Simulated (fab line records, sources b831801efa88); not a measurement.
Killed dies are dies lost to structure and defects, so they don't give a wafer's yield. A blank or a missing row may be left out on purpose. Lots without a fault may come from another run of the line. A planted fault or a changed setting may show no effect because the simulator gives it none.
fab line records | flow gf180mcu
record lots=5 wafers=15 last_day=34
route steps=602 shown TOP_METAL@570 PASSIVATION@587
lots that met no fault: from a run of the same line without faults
start_h: hours from the record's first day to the start of the lot's first wafer shown | wait_h: hours since the lot's step before | " the same as in the row above | L1.1+2: a row that stands for several wafers | - no value, or no start given | * or withheld: withheld | < > ~ a bound
route shown NAME@n: a module of which the file shows steps, and the number in the route of the first | usual: mean/standard deviation of fault-free wafers | same: alike in all rows | chamber/n: place in a boat | sites: the reading at each site | _std_site: their standard deviation | _edge_site: outer sites' mean less inner sites' | radius_mm: how far each site lies from the wafer's centre | mask NAME#n: copy n | behind: the tool/chamber that last shaped the wafer | hold: why the lot was held/for how many hours/how that ended | device: the transistor (n, p or np) that didn't switch | end of line: the same wafers' tests at the end of the route | a step without rows: its recipe alone | killed: dies lost to structure and defects at the first sort, not the wafer's yield | map: a wafer's dies, x killed, . not, _ none there
set.NAME: the setting as run; set.NAME@STEP: as run at that earlier step | model.NAME: the simulator's own value behind a step, which no gauge read
lots at some steps of the route; a table a step, a row a wafer
services: from which hour (start_h, from the record's first day; less than 0 if before it) a tool's chamber was out of use, for how many hours, and why
## steps
# step GF_TOP_METAL_SPUTTER_03
# recipe material=Ti target_thk_nm=5 substrate_temp_c=300 chamber_pressure_pa=0.3 power_w=3000 time_s=3.3
# usual throttle_valve_pct=30.0/0.83
# columns lot.wafer tool chamber start_h wait_h throttle_valve_pct
L078.3 pvd_sputter-03 - 665.07 0.0 30.5
L078.4 " - " " 29.6
L078.6 " - " " 30.8
L086.1 pvd_sputter-02 - 719.80 0.0 30.0
L086.3 " - " " 29.8
L086.5 " - " " 29.8
L092.4 pvd_sputter-02 - 755.14 0.0 29.7
L092.5 " - " " 30.0
L092.6 " - " " 28.9
L094.1 pvd_sputter-02 - 764.17 0.0 28.9
L094.2 " - " " 29.8
L094.4 " - " " 30.1
L097.1 pvd_sputter-03 - 787.27 0.0 30.7
L097.5 " - " " 31.4
L097.6 " - " " 29.4
# step GF_TOP_METAL_SPUTTER_04
# recipe material=TiN target_thk_nm=25 power_w=6500 time_s=20.8 chamber_pressure_pa=0.4
# usual throttle_valve_pct=30.0/0.84
# columns lot.wafer tool chamber start_h wait_h throttle_valve_pct
L078.3 pvd_sputter-03 - 665.09 0.0 30.6
L078.4 " - " " 29.3
L078.6 " - " " 30.6
L086.1 pvd_sputter-02 - 719.82 0.0 30.1
L086.3 " - " " 29.7
L086.5 " - " " 29.9
L092.4 pvd_sputter-02 - 755.16 0.0 29.9
L092.5 " - " " 29.8
L092.6 " - " " 28.7
L094.1 pvd_sputter-02 - 764.19 0.0 28.7
L094.2 " - " " 29.9
L094.4 " - " " 29.7
L097.1 pvd_sputter-03 - 787.29 0.0 30.7
L097.5 " - " " 31.5
L097.6 " - " " 29.6
# step GF_TOP_METAL_RS_MEAS_05
# recipe thk_meas_gauge=four-point-probe reads=TiN_of_TOP_METAL_SPUTTER_04+Ti_of_TOP_METAL_SPUTTER_03+AlCu_of_TOP_METAL_SPUTTER_02+TiN_of_TOP_METAL_SPUTTER_01+Ti_of_TOP_METAL_SPUTTER_00
# usual TOP_METAL_ALCU_RS=0.0326/0.00064
# columns lot.wafer tool chamber start_h wait_h TOP_METAL_ALCU_RS[ohm/sq]
L078.3 film_metro-03 - 665.16 0.1 0.0330
L078.4 " - " " 0.0324
L078.6 " - " " 0.0329
L086.1 film_metro-03 - 719.85 0.0 0.0333
L086.3 " - " " 0.0329
L086.5 " - " " 0.0329
L092.4 film_metro-01 - 755.25 0.1 0.0314
L092.5 " - " " 0.0317
L092.6 " - " " 0.0322
L094.1 film_metro-01 - 764.22 0.0 0.0322
L094.2 " - " " 0.0320
L094.4 " - " " 0.0322
L097.1 film_metro-04 - 787.32 0.0 0.0324
L097.5 " - " " 0.0315
L097.6 " - " " 0.0318
# step GF_TOP_METAL_THK_MEAS_06
# recipe thk_meas_gauge=xrf reads=AlCu_of_TOP_METAL_SPUTTER_02
# usual TOP_METAL_ALCU_THK=884/16
# columns lot.wafer tool chamber start_h wait_h TOP_METAL_ALCU_THK[nm]
L078.3 film_metro-03 - 665.26 0.1 880
L078.4 " - " " 895
L078.6 " - " " 883
L086.1 film_metro-03 - 719.97 0.1 872
L086.3 " - " " 884
L086.5 " - " " 881
L092.4 film_metro-01 - 755.34 0.1 910
L092.5 " - " " 909
L092.6 " - " " 895
L094.1 film_metro-01 - 764.34 0.1 890
L094.2 " - " " 898
L094.4 " - " " 889
L097.1 film_metro-04 - 787.44 0.1 888
L097.5 " - " " 913
L097.6 " - " " 901
# step GF_TOP_METAL_DEHYDRATE_07
# recipe temp_c=200 time_s=60
# usual chill_plate_temp_C=22.99/0.094
# columns lot.wafer tool chamber start_h wait_h chill_plate_temp_C
L078.3 litho_track-04 0 674.75 9.5 23.12
L078.4 " 0 " " 23.05
L078.6 " 0 " " 22.94
L086.1 litho_track-03 0 727.99 8.0 22.94
L086.3 " 0 " " 22.97
L086.5 " 0 " " 23.04
L092.4 litho_track-04 0 762.27 6.9 22.96
L092.5 " 0 " " 22.88
L092.6 " 0 " " 23.09
L094.1 litho_track-01 0 771.87 7.5 23.08
L094.2 " 0 " " 23.09
L094.4 " 0 " " 23.11
L097.1 litho_track-04 0 794.25 6.8 22.98
L097.5 " 0 " " 22.91
L097.6 " 0 " " 22.87
# step GF_TOP_METAL_HMDS_08
# recipe prime_time_s=60 prime_temp_c=120
# usual chill_plate_temp_C=22.99/0.11
# same prime_time_s=60
# columns lot.wafer tool chamber start_h wait_h chill_plate_temp_C
L078.3 litho_track-04 0 674.90 0.1 23.11
L078.4 " 0 " " 23.00
L078.6 " 0 " " 23.08
L086.1 litho_track-03 0 728.14 0.1 23.09
L086.3 " 0 " " 22.98
L086.5 " 0 " " 22.91
L092.4 litho_track-04 0 762.42 0.1 22.76
L092.5 " 0 " " 22.96
L092.6 " 0 " " 22.97
L094.1 litho_track-01 0 772.02 0.1 23.06
L094.2 " 0 " " 22.90
L094.4 " 0 " " 23.00
L097.1 litho_track-04 0 794.40 0.1 22.85
L097.5 " 0 " " 22.91
L097.6 " 0 " " 22.95
# step GF_TOP_METAL_COAT_09
# recipe resist=NOVOLAK spin_rpm=3000 resist_thk_nm=1500
# usual chill_plate_temp_C=22.99/0.1
# columns lot.wafer tool chamber start_h wait_h chill_plate_temp_C
L078.3 litho_track-04 0 675.05 0.1 23.01
L078.4 " 0 " " 23.09
L078.6 " 0 " " 22.90
L086.1 litho_track-03 0 728.29 0.1 22.89
L086.3 " 0 " " 23.12
L086.5 " 0 " " 23.05
L092.4 litho_track-04 0 762.57 0.1 22.99
L092.5 " 0 " " 23.00
L092.6 " 0 " " 23.00
L094.1 litho_track-01 0 772.17 0.1 23.18
L094.2 " 0 " " 23.01
L094.4 " 0 " " 23.09
L097.1 litho_track-04 0 794.55 0.1 23.17
L097.5 " 0 " " 23.11
L097.6 " 0 " " 23.14
# step GF_TOP_METAL_SOFTBAKE_10
# recipe temp_c=90 time_s=60 resist=NOVOLAK
# usual chill_plate_temp_C=22.99/0.094
# columns lot.wafer tool chamber start_h wait_h chill_plate_temp_C
L078.3 litho_track-04 0 675.20 0.1 23.08
L078.4 " 0 " " 22.74
L078.6 " 0 " " 23.08
L086.1 litho_track-03 0 728.44 0.1 23.14
L086.3 " 0 " " 22.89
L086.5 " 0 " " 23.01
L092.4 litho_track-04 0 762.72 0.1 23.12
L092.5 " 0 " " 22.89
L092.6 " 0 " " 23.01
L094.1 litho_track-01 0 772.32 0.1 22.93
L094.2 " 0 " " 23.05
L094.4 " 0 " " 22.98
L097.1 litho_track-04 0 794.70 0.1 23.05
L097.5 " 0 " " 22.95
L097.6 " 0 " " 22.96
# step GF_TOP_METAL_EXPOSE_11
# recipe mask_id=MetalTop target_cd_nm=440 na=0.6 source_shape=conventional sigma_outer=0.6 dose_mj=170
# usual exposure_dose_mJ_cm2=170.60/0.19
# columns lot.wafer tool chamber start_h wait_h mask exposure_dose_mJ_cm2
L078.3 iline_stepper-02 0 - - MetalTop#0 170.85
L078.4 " 0 " " MetalTop#0 170.66
L078.6 " 0 " " MetalTop#0 170.63
L086.1 iline_stepper-01 0 - - MetalTop#0 170.80
L086.3 " 0 " " MetalTop#0 170.68
L086.5 " 0 " " MetalTop#0 170.86
L092.4 iline_stepper-01 0 - - MetalTop#0 170.76
L092.5 " 0 " " MetalTop#0 170.72
L092.6 " 0 " " MetalTop#0 170.47
L094.1 iline_stepper-01 0 - - MetalTop#0 170.87
L094.2 " 0 " " MetalTop#0 170.93
L094.4 " 0 " " MetalTop#0 170.68
L097.1 iline_stepper-02 0 - - MetalTop#0 170.58
L097.5 " 0 " " MetalTop#0 170.67
L097.6 " 0 " " MetalTop#0 170.40
# step GF_TOP_METAL_PEB_12
# recipe temp_c=withheld time_s=* resist=NOVOLAK
# usual chill_plate_temp_C=*
# columns lot.wafer tool chamber start_h wait_h chill_plate_temp_C
L078.3 litho_track-01 0 - - *
L078.4 " 0 " " *
L078.6 " 0 " " *
L086.1 litho_track-04 0 - - *
L086.3 " 0 " " *
L086.5 " 0 " " *
L092.4 litho_track-03 0 - - *
L092.5 " 0 " " *
L092.6 " 0 " " *
L094.1 litho_track-03 0 - - *
L094.2 " 0 " " *
L094.4 " 0 " " *
L097.1 litho_track-01 0 - - *
L097.5 " 0 " " *
L097.6 " 0 " " *
# step GF_TOP_METAL_DEVELOP_13
# recipe develop_time_s=60 dev_temp_c=23.55
# usual chill_plate_temp_C=23.02/0.1
# columns lot.wafer tool chamber start_h wait_h chill_plate_temp_C
L078.3 litho_track-01 0 684.07 0.1 23.17
L078.4 " 0 " " 23.14
L078.6 " 0 " " 23.04
L086.1 litho_track-04 0 737.70 0.1 23.13
L086.3 " 0 " " 23.01
L086.5 " 0 " " 23.10
L092.4 litho_track-03 0 770.96 0.1 22.89
L092.5 " 0 " " 22.88
L092.6 " 0 " " 22.95
L094.1 litho_track-03 0 780.04 0.1 23.00
L094.2 " 0 " " 22.89
L094.4 " 0 " " 23.00
L097.1 litho_track-01 0 802.22 0.1 23.23
L097.5 " 0 " " 23.05
L097.6 " 0 " " 23.22
# step GF_TOP_METAL_CD_MEAS_14
# recipe target_cd_nm=440
# usual cd_nm=439.0/2.7
# columns lot.wafer tool chamber start_h wait_h cd_nm
L078.3 cd_sem-02 - 684.21 0.1 440.9
L078.4 " - " " 439.0
L078.6 " - " " 440.5
L086.1 cd_sem-01 - 737.85 0.1 435.8
L086.3 " - " " 438.9
L086.5 " - " " 437.8
L092.4 cd_sem-02 - 771.15 0.2 438.1
L092.5 " - " " 437.3
L092.6 " - " " 438.0
L094.1 cd_sem-01 - 780.19 0.1 444.6
L094.2 " - " " 441.8
L094.4 " - " " 443.0
L097.1 cd_sem-01 - 802.41 0.2 442.5
L097.5 " - " " 441.9
L097.6 " - " " 443.3
# step GF_TOP_METAL_OVL_MEAS_15
# usual TOP_METAL_OVL=-0.2/1.4
# columns lot.wafer tool chamber start_h wait_h TOP_METAL_OVL[nm]
L078.3 overlay-02 - 684.30 0.1 -3.1
L078.4 " - " " 0.9
L078.6 " - " " -0.1
L086.1 overlay-02 - 737.97 0.1 1.5
L086.3 " - " " 0.5
L086.5 " - " " 2.4
L092.4 overlay-01 - 771.22 0.1 -0.9
L092.5 " - " " -0.8
L092.6 " - " " 0.9
L094.1 overlay-01 - 780.31 0.1 -2.2
L094.2 " - " " -2.1
L094.4 " - " " -1.6
L097.1 overlay-01 - 802.53 0.1 0.3
L097.5 " - " " -0.6
L097.6 " - " " 0.2
# step GF_TOP_METAL_METAL_ETCH_16
# recipe chemistry=Cl2/BCl3 mask_material=NOVOLAK target_depth_nm=1197 stop_on=SiO2 pressure_mtorr=8 icp_w=800 bias_w=140 Cl2_flow_sccm=80 bcl3_flow_sccm=40 time_s=199.5
# usual drypump_motor_current_A=5.3/0.45 oes_product_au=0.987/0.0072 throttle_valve_pct=28.232/0.011
# columns lot.wafer tool chamber start_h wait_h drypump_motor_current_A oes_product_au rf_hours_counter_h throttle_valve_pct
L078.3 rie_metal-03 0 684.39 0.1 5.5 1.004 - 28.215
L078.4 " 1 " " 6.3 0.972 - 28.262
L078.6 " 0 " " 5.5 0.993 - 28.228
L086.1 rie_metal-03 0 738.01 0.0 5.5 0.994 3 28.238
L086.3 " 1 " " 6.3 0.976 - 28.247
L086.5 " 1 " " 6.2 0.970 - 28.254
L092.4 rie_metal-02 0 771.31 0.1 5.3 0.983 - 28.243
L092.5 " 0 " " 5.3 0.993 - 28.229
L092.6 " 1 " " 5.1 0.988 - 28.233
L094.1 rie_metal-04 0 780.34 0.0 4.7 0.994 6 28.243
L094.2 " 1 " " 5.2 0.993 9 28.227
L094.4 " 1 " " 5.3 0.995 - 28.236
L097.1 rie_metal-04 1 802.56 0.0 5.3 0.995 10 28.237
L097.5 " 1 " " 5.2 0.990 - 28.227
L097.6 " 0 " " 4.8 0.992 - 28.239
# step GF_TOP_METAL_STRIP_17
# recipe chemistry=O2/N2 power_w=1400 pressure_mtorr=1500 platen_temp_c=250 o2_flow_sccm=3000 n2_flow_sccm=300 overash_fraction=0.5
# usual drypump_motor_current_A=5.8/0.64 heater_power_w=306/23 oes_product_au=0.710/0.0043 strip_time_to_endpoint_s=12.93/0.1
# columns lot.wafer tool chamber start_h wait_h drypump_motor_current_A heater_power_w oes_product_au rf_hours_counter_h strip_time_to_endpoint_s
L078.3 plasma_asher-03 1 684.55 0.1 4.9 278 0.710 - 12.86
L078.4 " 0 " " 6.5 317 0.701 - 13.07
L078.6 " 1 " " 4.9 275 0.715 - 12.83
L086.1 plasma_asher-01 1 738.20 0.1 5.5 330 0.715 67 12.81
L086.3 " 0 " " 6.0 331 0.711 - 13.22
L086.5 " 0 " " 6.0 324 0.707 - 13.20
L092.4 plasma_asher-01 1 771.47 0.1 5.5 338 0.711 - 12.94
L092.5 " 0 " " 6.0 326 0.710 - 12.90
L092.6 " 1 " " 5.5 337 0.709 - 13.04
L094.1 plasma_asher-03 1 780.53 0.1 4.9 270 0.716 34 12.89
L094.2 " 0 " " 6.5 300 0.707 34 12.90
L094.4 " 0 " " 6.5 300 0.716 - 12.81
L097.1 plasma_asher-01 0 802.75 0.1 5.9 318 0.709 73 12.93
L097.5 " 0 " " 5.9 324 0.711 - 13.01
L097.6 " 1 " " 5.5 338 0.705 - 13.03
# step GF_TOP_METAL_STRIP_18
# recipe chemistry=post_etch_residue_remover time_s=1200 temp_c=72.5
# usual bath_guard_temp_C=72.58/0.3
# columns lot.wafer tool chamber start_h wait_h bath_guard_temp_C
L078.3 wet_bench-01 2 684.62 0.0 71.89
L078.4 " 2 " " 72.37
L078.6 " 2 " " 72.20
L086.1 wet_bench-02 3 738.30 0.1 72.81
L086.3 " 3 " " 73.10
L086.5 " 3 " " 72.58
L092.4 wet_bench-04 0 771.53 0.0 72.42
L092.5 " 0 " " 72.26
L092.6 " 0 " " 72.49
L094.1 wet_bench-04 0 780.63 0.1 72.36
L094.2 " 0 " " 71.97
L094.4 " 0 " " 72.45
L097.1 wet_bench-01 3 802.85 0.1 72.71
L097.5 " 3 " " 72.79
L097.6 " 3 " " 72.96
# step GF_TOP_METAL_CLEAN_19
# recipe chemistry=DIW dry=n2_spin
# columns lot.wafer tool chamber start_h wait_h
L078.3+4+6 wet_bench-04 2 684.96 0.0
L086.1+3+5 wet_bench-04 3 738.64 0.0
L092.4+5+6 wet_bench-01 0 771.87 0.0
L094.1+2+4 wet_bench-04 2 780.97 0.0
L097.1+5+6 wet_bench-01 0 803.23 0.0
# step GF_PASSIVATION_CVD_00
# recipe material=SiO2 target_thk_nm=1000 precursor=TEOS temp_c=400 time_s=111.95 rf_w=600
# usual heater_power_w=708/83
# columns lot.wafer tool chamber start_h wait_h heater_power_w since_wet_clean_h
L078.3 pecvd-03 0 685.06 0.0 689 80
L078.4 " 1 " " 708 -
L078.6 " 0 " " 556 -
L086.1 pecvd-02 2 738.73 0.0 654 772
L086.3 " 1 " " 765 772
L086.5 " 1 " " 605 -
L092.4 pecvd-02 1 772.01 0.0 724 -
L092.5 " 2 " " 646 -
L092.6 " 0 " " 702 -
L094.1 pecvd-01 1 781.07 0.0 703 606
L094.2 " 2 " " 921 606
L094.4 " 0 " " 765 -
L097.1 pecvd-01 0 803.32 0.0 756 629
L097.5 " 0 " " 774 -
L097.6 " 1 " " 707 -
# step GF_PASSIVATION_THK_MEAS_01
# recipe reads=SiO2_of_PASSIVATION_CVD_00
# usual PASSIVATION_CVD_00_THK=1004/17
# columns lot.wafer tool chamber start_h wait_h PASSIVATION_CVD_00_THK[nm]
L078.3 film_metro-04 - 685.16 0.1 978
L078.4 " - " " 1008
L078.6 " - " " 998
L086.1 film_metro-04 - 738.81 0.0 998
L086.3 " - " " 997
L086.5 " - " " 1010
L092.4 film_metro-03 - 772.08 0.0 1027
L092.5 " - " " 1027
L092.6 " - " " 1016
L094.1 film_metro-02 - 781.14 0.0 1015
L094.2 " - " " 997
L094.4 " - " " 990
L097.1 film_metro-02 - 803.41 0.1 991
L097.5 " - " " 1011
L097.6 " - " " 1041
# step GF_PASSIVATION_CVD_02
# recipe material=Si3N4 target_thk_nm=700 time_s=486.18 temp_c=400 rf_w=450
# usual heater_power_w=766/84
# columns lot.wafer tool chamber start_h wait_h heater_power_w since_wet_clean_h
L078.3 pecvd-02 1 685.20 0.0 718 719
L078.4 " 1 " " 743 -
L078.6 " 0 " " 763 -
L086.1 pecvd-01 2 738.87 0.1 898 564
L086.3 " 0 " " 721 564
L086.5 " 0 " " 780 -
L092.4 pecvd-03 1 772.25 0.2 826 -
L092.5 " 0 " " 687 -
L092.6 " 2 " " 891 -
L094.1 pecvd-03 2 781.20 0.1 852 176
L094.2 " 1 " " 788 176
L094.4 " 1 " " 811 -
L097.1 pecvd-03 1 803.47 0.1 831 198
L097.5 " 1 " " 668 -
L097.6 " 0 " " 598 -
# step GF_PASSIVATION_THK_MEAS_03
# recipe reads=Si3N4_of_PASSIVATION_CVD_02
# usual PASSIVATION_CVD_02_THK=702/10
# columns lot.wafer tool chamber start_h wait_h PASSIVATION_CVD_02_THK[nm]
L078.3 film_metro-02 - 685.51 0.2 703
L078.4 " - " " 712
L078.6 " - " " 698
L086.1 film_metro-03 - 739.16 0.1 705
L086.3 " - " " 696
L086.5 " - " " 711
L092.4 film_metro-03 - 772.42 0.0 715
L092.5 " - " " 697
L092.6 " - " " 703
L094.1 film_metro-03 - 781.49 0.1 697
L094.2 " - " " 707
L094.4 " - " " 719
L097.1 film_metro-03 - 803.76 0.1 702
L097.5 " - " " 719
L097.6 " - " " 706
# step GF_PASSIVATION_DEHYDRATE_04
# recipe temp_c=200 time_s=60
# usual chill_plate_temp_C=22.96/0.11
# columns lot.wafer tool chamber start_h wait_h chill_plate_temp_C
L078.3 litho_track-02 0 694.13 8.6 22.92
L078.4 " 0 " " 22.95
L078.6 " 0 " " 22.77
L086.1 litho_track-01 0 746.97 7.8 22.66
L086.3 " 0 " " 22.70
L086.5 " 0 " " 22.80
L092.4 litho_track-02 0 779.41 7.0 23.10
L092.5 " 0 " " 23.03
L092.6 " 0 " " 23.11
L094.1 litho_track-02 0 788.78 7.3 23.05
L094.2 " 0 " " 22.99
L094.4 " 0 " " 22.94
L097.1 litho_track-01 0 810.12 6.3 23.02
L097.5 " 0 " " 23.04
L097.6 " 0 " " 22.97
# step GF_PASSIVATION_HMDS_05
# recipe prime_time_s=60 prime_temp_c=120
# usual chill_plate_temp_C=23.01/0.092
# same prime_time_s=60
# columns lot.wafer tool chamber start_h wait_h chill_plate_temp_C
L078.3 litho_track-02 0 694.28 0.1 23.09
L078.4 " 0 " " 23.10
L078.6 " 0 " " 23.04
L086.1 litho_track-01 0 747.12 0.1 22.99
L086.3 " 0 " " 22.92
L086.5 " 0 " " 23.19
L092.4 litho_track-02 0 779.56 0.1 23.01
L092.5 " 0 " " 23.01
L092.6 " 0 " " 23.07
L094.1 litho_track-02 0 788.93 0.1 22.78
L094.2 " 0 " " 22.90
L094.4 " 0 " " 23.04
L097.1 litho_track-01 0 810.27 0.1 23.24
L097.5 " 0 " " 22.99
L097.6 " 0 " " 22.98
# step GF_PASSIVATION_COAT_06
# recipe spin_rpm=2000 resist_thk_nm=4000
# usual chill_plate_temp_C=23.02/0.1
# columns lot.wafer tool chamber start_h wait_h chill_plate_temp_C
L078.3 litho_track-02 0 694.43 0.1 23.18
L078.4 " 0 " " 22.88
L078.6 " 0 " " 23.08
L086.1 litho_track-01 0 747.27 0.1 23.14
L086.3 " 0 " " 23.08
L086.5 " 0 " " 23.04
L092.4 litho_track-02 0 779.71 0.1 22.76
L092.5 " 0 " " 23.12
L092.6 " 0 " " 22.93
L094.1 litho_track-02 0 789.08 0.1 23.08
L094.2 " 0 " " 22.99
L094.4 " 0 " " 23.05
L097.1 litho_track-01 0 810.42 0.1 23.09
L097.5 " 0 " " 23.06
L097.6 " 0 " " 23.00
# step GF_PASSIVATION_SOFTBAKE_07
# recipe temp_c=110 time_s=withheld
# usual chill_plate_temp_C=23.01/0.11
# columns lot.wafer tool chamber start_h wait_h chill_plate_temp_C
L078.3 litho_track-02 0 694.60 0.1 22.95
L078.4 " 0 " " 23.22
L078.6 " 0 " " 23.02
L086.1 litho_track-01 0 747.42 0.1 23.02
L086.3 " 0 " " 23.12
L086.5 " 0 " " 22.88
L092.4 litho_track-02 0 779.88 0.1 22.91
L092.5 " 0 " " 22.94
L092.6 " 0 " " 23.14
L094.1 litho_track-02 0 789.23 0.1 23.03
L094.2 " 0 " " 23.16
L094.4 " 0 " " 23.11
L097.1 litho_track-01 0 810.57 0.1 23.02
L097.5 " 0 " " 23.05
L097.6 " 0 " " 23.07
# step GF_PASSIVATION_EXPOSE_08
# recipe mask_id=Pad target_cd_nm=40000 na=0.57 dose_mj=310
# usual exposure_dose_mJ_cm2=310.0/0.31
# columns lot.wafer tool chamber start_h wait_h mask exposure_dose_mJ_cm2
L078.3 iline_stepper-02 0 - - Pad#0 310.8
L078.4 " 0 " " Pad#0 310.8
L078.6 " 0 " " Pad#0 310.3
L086.1 iline_stepper-01 0 - - Pad#0 309.5
L086.3 " 0 " " Pad#0 309.7
L086.5 " 0 " " Pad#0 309.8
L092.4 iline_stepper-01 0 - - Pad#0 309.8
L092.5 " 0 " " Pad#0 309.9
L092.6 " 0 " " Pad#0 310.7
L094.1 iline_stepper-01 0 - - Pad#0 310.1
L094.2 " 0 " " Pad#0 309.8
L094.4 " 0 " " Pad#0 310.3
L097.1 iline_stepper-02 0 - - Pad#0 310.1
L097.5 " 0 " " Pad#0 310.0
L097.6 " 0 " " Pad#0 309.9
# step GF_PASSIVATION_PEB_09
# recipe temp_c=115 time_s=withheld
# usual chill_plate_temp_C=22.99/0.13
# columns lot.wafer tool chamber start_h wait_h chill_plate_temp_C
L078.3 litho_track-04 0 - - 22.82
L078.4 " 0 " " 22.97
L078.6 " 0 " " 22.92
L086.1 litho_track-01 0 - - 22.93
L086.3 " 0 " " 22.94
L086.5 " 0 " " 22.80
L092.4 litho_track-04 0 - - 23.26
L092.5 " 0 " " 23.15
L092.6 " 0 " " 23.09
L094.1 litho_track-01 0 - - 23.00
L094.2 " 0 " " 23.14
L094.4 " 0 " " 22.98
L097.1 litho_track-01 0 - - 22.69
L097.5 " 0 " " 23.00
L097.6 " 0 " " 22.79
# step GF_PASSIVATION_DEVELOP_10
# recipe develop_time_s=60 dev_temp_c=23
# usual chill_plate_temp_C=22.99/0.096
# columns lot.wafer tool chamber start_h wait_h chill_plate_temp_C
L078.3 litho_track-04 0 - - 22.94
L078.4 " 0 " " 23.00
L078.6 " 0 " " 23.13
L086.1 litho_track-01 0 - - 22.98
L086.3 " 0 " " 22.99
L086.5 " 0 " " 22.93
L092.4 litho_track-04 0 - - 23.04
L092.5 " 0 " " 22.99
L092.6 " 0 " " 22.78
L094.1 litho_track-01 0 - - 22.96
L094.2 " 0 " " 22.97
L094.4 " 0 " " 23.04
L097.1 litho_track-01 0 - - 23.06
L097.5 " 0 " " 22.86
L097.6 " 0 " " 23.06
# step GF_PASSIVATION_ETCH_11
# recipe chemistry=CF4/O2 target_depth_nm=2040 stop_on=TiN source_w=800 bias_w=150 pressure_mtorr=150 cf4_flow_sccm=80 O2_flow_sccm=10 time_s=453.3
# usual drypump_motor_current_A=5.8/0.4 oes_product_au=0.989/0.0065 throttle_valve_pct=5.968/0.0098
# columns lot.wafer tool chamber start_h wait_h drypump_motor_current_A oes_product_au rf_hours_counter_h throttle_valve_pct
L078.3 rie_diel-01 3 703.95 - 5.3 0.981 23 5.964
L078.4 " 1 " " 5.2 0.987 4 5.969
L078.6 " 2 " " 5.3 0.992 - 5.954
L086.1 rie_diel-03 1 756.17 - 5.3 0.996 18 5.969
L086.3 " 3 " " 5.8 0.988 21 5.957
L086.5 " 1 " " 5.3 0.999 - 5.957
L092.4 rie_diel-03 1 787.75 - 5.3 0.988 20 5.960
L092.5 " 3 " " 5.8 0.986 - 5.972
L092.6 " 0 " " 5.7 0.987 - 5.973
L094.1 rie_diel-01 3 796.77 - 5.3 0.991 26 5.983
L094.2 " 1 " " 5.2 0.991 7 5.960
L094.4 " 2 " " 5.3 0.991 22 5.967
L097.1 rie_diel-01 3 818.16 - 5.3 0.975 28 5.966
L097.5 " 2 " " 5.3 0.994 - 5.958
L097.6 " 1 " " 5.2 0.987 - 5.985
# step GF_PASSIVATION_STRIP_12
# recipe chemistry=O2/N2 power_w=1400 pressure_mtorr=1500 platen_temp_c=250 o2_flow_sccm=3000 n2_flow_sccm=300 overash_fraction=0.5
# usual drypump_motor_current_A=5.8/0.41 heater_power_w=312/17 oes_product_au=0.718/0.0047 strip_time_to_endpoint_s=32.93/0.28
# columns lot.wafer tool chamber start_h wait_h drypump_motor_current_A heater_power_w oes_product_au rf_hours_counter_h strip_time_to_endpoint_s
L078.3 plasma_asher-04 1 704.25 0.2 5.2 293 0.717 - 33.35
L078.4 " 0 " " 6.0 326 0.723 - 32.80
L078.6 " 1 " " 5.2 300 0.718 - 33.12
L086.1 plasma_asher-04 1 756.43 0.1 5.2 300 0.725 98 32.58
L086.3 " 1 " " 5.2 298 0.714 - 32.84
L086.5 " 1 " " 5.2 295 0.718 - 32.69
L092.4 plasma_asher-02 1 788.05 0.2 5.9 287 0.721 - 32.71
L092.5 " 1 " " 5.9 286 0.720 - 33.11
L092.6 " 0 " " 6.4 307 0.735 - 32.76
L094.1 plasma_asher-04 1 797.03 0.1 5.2 299 0.721 103 33.10
L094.2 " 0 " " 6.0 333 0.717 103 32.99
L094.4 " 0 " " 6.0 327 0.725 - 32.56
L097.1 plasma_asher-01 0 818.43 0.1 6.0 324 0.717 75 33.47
L097.5 " 0 " " 5.9 328 0.720 - 32.89
L097.6 " 1 " " 5.5 340 0.711 - 33.03
# step GF_PASSIVATION_ANNEAL_13
# recipe temp_c=400 time_s=1800 ambient=N2/H2 idle_temp_c=300 ramp_up_c_per_min=10 ramp_down_c_per_min=3
# usual ramp_up_c_per_min=10.0000/0.0018
# columns lot.wafer tool chamber start_h wait_h ramp_up_c_per_min
L078.3 furnace-01 0 704.32 0.0 9.9975
L078.4 " 0 " " 9.9992
L078.6 " 0 " " 10.002
L086.1 furnace-02 0 756.53 0.1 10.002
L086.3 " 0 " " 10.001
L086.5 " 0 " " 9.9989
L092.4 furnace-02 0 788.12 0.0 10.000
L092.5 " 0 " " 10.002
L092.6 " 0 " " 9.9982
L094.1 furnace-01 0 797.13 0.1 9.9979
L094.2 " 0 " " 9.9978
L094.4 " 0 " " 10.002
L097.1 furnace-02 0 818.53 0.1 9.9988
L097.5 " 0 " " 9.9987
L097.6 " 0 " " 9.9982
# step GF_PASSIVATION_BOW_MEAS_14
# recipe mode=bow
# usual PASSIVATION_BOW=133/9.4
# columns lot.wafer tool chamber start_h wait_h PASSIVATION_BOW[um]
L078.3 film_metro-03 - 705.86 0.0 124
L078.4 " - " " 133
L078.6 " - " " 136
L086.1 film_metro-03 - 758.03 0.0 128
L086.3 " - " " 127
L086.5 " - " " 129
L092.4 film_metro-04 - 789.68 0.1 132
L092.5 " - " " 128
L092.6 " - " " 127
L094.1 film_metro-02 - 798.63 0.0 138
L094.2 " - " " 137
L094.4 " - " " 137
L097.1 film_metro-03 - 820.03 0.0 130
L097.5 " - " " 126
L097.6 " - " " 118
## services
# columns tool chamber start_h hours kind
rie_metal-04 1 641.33 3.6 repair
pecvd-01 0 646.73 9.3 repair
pecvd-02 - 648.99 2.8 pm
iline_stepper-01 - 650.95 4.4 pm
rie_diel-01 2 661.46 4.6 repair
pecvd-02 0 677.87 3.1 repair
iline_stepper-02 - 680.49 1.7 pm
iline_stepper-01 - 691.73 12.0 repair
pecvd-03 - 718.55 2.8 pm
pecvd-02 0 722.17 4.3 repair
iline_stepper-02 - 724.17 1.2 repair
plasma_asher-04 - 726.13 2.1 repair
pecvd-03 - 731.12 1.0 repair
iline_stepper-01 - 736.76 1.7 pm
pvd_sputter-02 - 740.64 4.9 repair
rie_diel-01 - 741.59 15.6 pm
wet_bench-01 - 751.74 0.9 repair
iline_stepper-02 - 754.21 4.4 pm
furnace-02 - 772.78 3.2 pm
rie_diel-01 - 776.05 1.1 repair
pecvd-02 - 779.02 3.9 repair
plasma_asher-01 - 782.72 13.2 repair
pecvd-02 - 799.38 14.0 pm
furnace-02 - 808.95 3.2 pm
## key
fault none
